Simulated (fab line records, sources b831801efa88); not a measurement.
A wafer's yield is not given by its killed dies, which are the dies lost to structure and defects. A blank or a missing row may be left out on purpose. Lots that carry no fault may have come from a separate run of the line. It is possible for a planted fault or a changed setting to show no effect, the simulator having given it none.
A struck lot beside a sound one	flow sky130	43 steps out of a route of 708
Sound: the wafers L587.3, L587.4, L587.5. Struck: wafers L601.2, L601.3, L601.6. The cause is given at the end.
At each step with rows: each side's tool, then ch and its chambers, then its first start. Under that, the readings that differ: sound wafers	struck wafers	difference of the means	sigmas: that difference in standard deviations of wafers without a fault.
alike: words and numbers the same on both sides, and readings whose means are apart by under 2 such deviations; not compared: readings that were withheld, readings missing a value for some wafer, numbers with overlapping values and no deviation given by the record, and bounds like >300 which may hide the same value.
A row with sigmas, a row that says differs or no value, or rows on one side alone: a step with any of these is where the two part. Numbers that have no deviation but don't overlap get no sigmas and don't part them. A reading missing from all wafers of one side parts the sides only when that side holds two or more wafers.

SKY_CONTACT_CMP_04: polishes SiO2.
  sound on cmp-02 ch 0,2, day 31 15:04; struck on cmp-01 ch 0,1,3, day 36 02:03
reading	sound	struck	difference	sigmas
timeToEndpointS (s)	82 79 80	95 85 91	+10	+2
  alike: motorCurrentA
SKY_CONTACT_BOW_MEAS_05:
  struck on filmMetro-04, day 36 02:16; sound on filmMetro-02, day 31 15:22
  alike: CONTACT_BOW
then, 8 steps without rows for these wafers: SKY_CONTACT_DEHYDRATE_06 (time 60 s); SKY_CONTACT_HMDS_07 (prime time 60 s); SKY_CONTACT_COAT_08 (resist thk 60 nm); SKY_CONTACT_COAT_09 (resist thk 444.6 nm); SKY_CONTACT_SOFTBAKE_10 (time 90 s); SKY_CONTACT_EXPOSE_11 (exposes mask CTM1, target cd 170 nm); SKY_CONTACT_PEB_12; SKY_CONTACT_DEVELOP_13 (develop time 60 s).
SKY_CONTACT_CD_MEAS_14 targets a cd of 170 nm.
  struck on cdSem-01, day 37 04:21; sound on cdSem-01, day 32 17:55
  alike: cdNm
SKY_CONTACT_OVL_MEAS_15:
  struck on overlay-02, day 37 04:28; sound on overlay-01, day 32 18:01
reading	sound	struck	difference	sigmas
CONTACT_OVL (nm)	4 7 -2	-12 -9 -14	-15	-3
SKY_CONTACT_ETCH_16: etches BARC in N2/H2, stops on SiO2, time 45.9 s, target depth 60 nm.
  sound on rieDiel-04 ch 0,3, day 32 18:02; struck on rieDiel-04 ch 1,2,3, day 37 04:29
  alike: drypumpMotorCurrentA, oesProductAu, throttleValvePct
  not compared: rfHoursCounterH
then, 2 steps without rows for these wafers: SKY_CONTACT_ETCH_17 (etches SiO2 in C4F8/O2/Ar, stops on Si3N4, target depth 340 nm); SKY_CONTACT_ETCH_18 (etches Si3N4 in CHF3/O2, stops on TiN, time 39 s, target depth 75 nm).
SKY_CONTACT_STRIP_19: strips in O2/N2.
  sound on plasmaAsher-03 ch 0,1, day 32 18:12; struck on plasmaAsher-03 ch 0,1, day 37 04:37
reading	sound	struck	difference	sigmas
oesProductAu (a.u.)	0.383 0.389 0.379	0.367 0.377 0.372	-0.012	-2
  alike: drypumpMotorCurrentA, o2FlowSccm, stripTimeToEndpointS
  not compared: rfHoursCounterH
then, 5 steps without rows for these wafers: SKY_CONTACT_STRIP_20 (strips in post etch residue remover, time 1200 s); SKY_CONTACT_CLEAN_21 (cleans in IPA, time 180 s); SKY_CONTACT_CLEAN_22 (cleans in O3/DIW); SKY_CONTACT_SPUTTER_23 (material TiN, target thk 20 nm, time 80 s); SKY_CONTACT_CVD_24 (deposits W, target thk 340 nm, time 102.12 s).
SKY_CONTACT_RS_MEAS_25: a four-point-probe measurement.
  struck on filmMetro-02, day 37 05:32; sound on filmMetro-01, day 32 18:59
reading	sound	struck	difference	sigmas
CONTACT_W_RS (ohm/sq)	0.346 0.342 0.343	0.334 0.336 0.326	-0.012	-2
SKY_CONTACT_THK_MEAS_26: measures by xrf.
  struck on filmMetro-02, day 37 05:38; sound on filmMetro-01, day 32 19:05
reading	sound	struck	difference	sigmas
CONTACT_W_THK (nm)	329 334 329	340 339 347	+11	+2
SKY_CONTACT_CMP_27: polishes, stops on SiO2, t overpolish 15 s, target thk 0 nm.
  sound on cmp-01 ch 0,1, day 32 19:10; struck on cmp-02 ch 1,2,3, day 37 05:47
  alike: motorCurrentA, overpolishRunS, timeToEndpointS
then, 1 step without rows for these wafers: SKY_METAL1_SPUTTER_00 (material Ti, target thk 15 nm, time 10 s).
SKY_METAL1_SPUTTER_01: material TiN, target thk 20 nm, time 16.7 s.
  struck on pvdSputter-02, day 37 06:01; sound on pvdSputter-02, day 32 19:26
  alike: throttleValvePct
then, 1 step without rows for these wafers: SKY_METAL1_SPUTTER_02 (material AlCu, target thk 250 nm, time 13.3 s).
SKY_METAL1_SPUTTER_03: material Ti, target thk 5 nm, time 3.3 s.
  struck on pvdSputter-02, day 37 06:04; sound on pvdSputter-02, day 32 19:29
  alike: throttleValvePct
then, 1 step without rows for these wafers: SKY_METAL1_SPUTTER_04 (material TiN, target thk 70 nm, time 58.3 s).
SKY_METAL1_RS_MEAS_05: a four-point-probe measurement.
  struck on filmMetro-03, day 37 06:09; sound on filmMetro-03, day 32 19:36
  alike: METAL1_ALCU_RS
SKY_METAL1_THK_MEAS_06: measures by xrf.
  struck on filmMetro-03, day 37 06:16; sound on filmMetro-03, day 32 19:42
  alike: METAL1_ALCU_THK
then, 8 steps without rows for these wafers: SKY_METAL1_DEHYDRATE_07 (time 60 s); SKY_METAL1_HMDS_08 (prime time 60 s); SKY_METAL1_COAT_09 (resist thk 60 nm); SKY_METAL1_COAT_10 (resist thk 450 nm); SKY_METAL1_SOFTBAKE_11 (time 90 s); SKY_METAL1_EXPOSE_12 (exposes mask MM1, target cd 140 nm); SKY_METAL1_PEB_13; SKY_METAL1_DEVELOP_14 (develop time 60 s).
SKY_METAL1_CD_MEAS_15 targets a cd of 140 nm.
  struck on cdSem-01, day 38 08:12; sound on cdSem-02, day 33 22:43
  alike: cdNm
SKY_METAL1_OVL_MEAS_16:
  struck on overlay-02, day 38 08:19; sound on overlay-02, day 33 22:49
  alike: METAL1_OVL
then, 1 step without rows for these wafers: SKY_METAL1_DESCUM_17 (chemistry O2, time 8 s).
-- the record jumps here: 12 days lie between the struck wafers' starts before and after (it left off in module METAL1 and takes up again in module PAD_OPEN, whose first step shown is number 708 of the route) --
SKY_PAD_OPEN_PROBE_99:
  struck on prober-01, day 50 01:48; sound on prober-01, day 46 19:21
reading	sound	struck	difference	sigmas
hold	- - -	awaitDispo/2.3h/release awaitDispo/2.3h/release awaitDispo/2.3h/release	no value on the sound wafers	
killedAtContacts	26 26 18	58 91 90	+56	+11
killedDies	99 95 74	130 149 149	+53	+5
  alike: killed_at_M0_to_M3, killed_at_M4_up, killedAtFrontEnd, killedAtOther, killedOpen, killedShort

WHERE THEY PART
At SKY_CONTACT_CMP_04 first; at SKY_PAD_OPEN_PROBE_99 last (within this record only).

WHY: what the simulator had put in
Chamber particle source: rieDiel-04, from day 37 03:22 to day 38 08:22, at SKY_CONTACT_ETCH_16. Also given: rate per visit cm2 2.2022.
